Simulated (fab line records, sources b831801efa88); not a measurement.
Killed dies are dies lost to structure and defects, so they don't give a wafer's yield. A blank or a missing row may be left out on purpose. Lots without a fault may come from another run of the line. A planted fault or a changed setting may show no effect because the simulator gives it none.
Chamber matching | flow sky130 | SKY_VIA4_CMP_21 on cmp-02: 4 sister chambers
The step polishes, stops on SiO2, t overpolish 25 s, target thk 0 nm. 16 wafers are shown with their chamber, then 8 later ones without.

WAFERS WITH THEIR CHAMBER
wafer  | chamber | motor_current_A (A) | time_to_endpoint_s (s)
L404.1 | 2       | 10.6                | 118
L404.3 | 1       | 12.0                | 131
L404.4 | 3       | 11.4                | 117
L405.1 | 3       | 11.1                | 127
L405.5 | 0       | 11.5                | 114
L405.6 | 3       | 11.2                | 126
L409.2 | 3       | 11.0                | 123
L409.4 | 1       | 12.4                | 140
L409.6 | 1       | 12.7                | 129
L412.3 | 0       | 12.1                | 120
L412.5 | 0       | 11.4                | 121
L412.6 | 1       | 12.7                | 134
L413.2 | 0       | 11.3                | 113
L413.5 | 1       | 12.3                | 132
L413.6 | 2       | 10.5                | 120
L416.1 | 3       | 11.1                | 121

SIGNATURES (means of the wafers above)
reading            | chamber 0 | chamber 1 | chamber 2 | chamber 3 | scatter within a chamber
motor_current_A    | 11.575    | 12.420    | 10.550    | 11.160    | 0.263
time_to_endpoint_s | 117.00    | 133.20    | 119.00    | 122.80    | 3.95
Rule: a wafer's distance from a chamber is the root of the sum, over the readings, of the square of ((its reading less the chamber's mean) divided by the reading's scatter). The wafer belongs to the nearest chamber; if the next one is less than 2 further off, it can't be placed. The scatter: the root of (the sum of the squares of (reading less its chamber's mean) over the shown wafers, divided by (wafers less chambers)).

WAFERS WITHOUT THEIR CHAMBER
wafer  | motor_current_A (A) | time_to_endpoint_s (s)
L416.2 | 10.6                | 111
L416.3 | 12.0                | 102
L426.4 | 9.9                 | 127
L426.5 | 11.4                | 122
L426.6 | 11.4                | 117
L427.1 | 12.2                | 130
L427.5 | 12.2                | 135
L427.6 | 11.6                | 120

WHICH CHAMBER EACH WENT THROUGH
wafer  | from the rows above          | in truth
L416.2 | can't be placed: 2 or 3 or 0 | 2
L416.3 | 0                            | 0
L426.4 | can't be placed: 2 or 3      | 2
L426.5 | can't be placed: 3 or 0      | 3
L426.6 | can't be placed: 0 or 3      | 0
L427.1 | 1                            | 1
L427.5 | 1                            | 1
L427.6 | can't be placed: 0 or 3      | 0
Placed correctly: 3 of 8. Can't be placed from these rows: 5 (the true chamber is among the candidates in 5). Placed wrongly: 0.
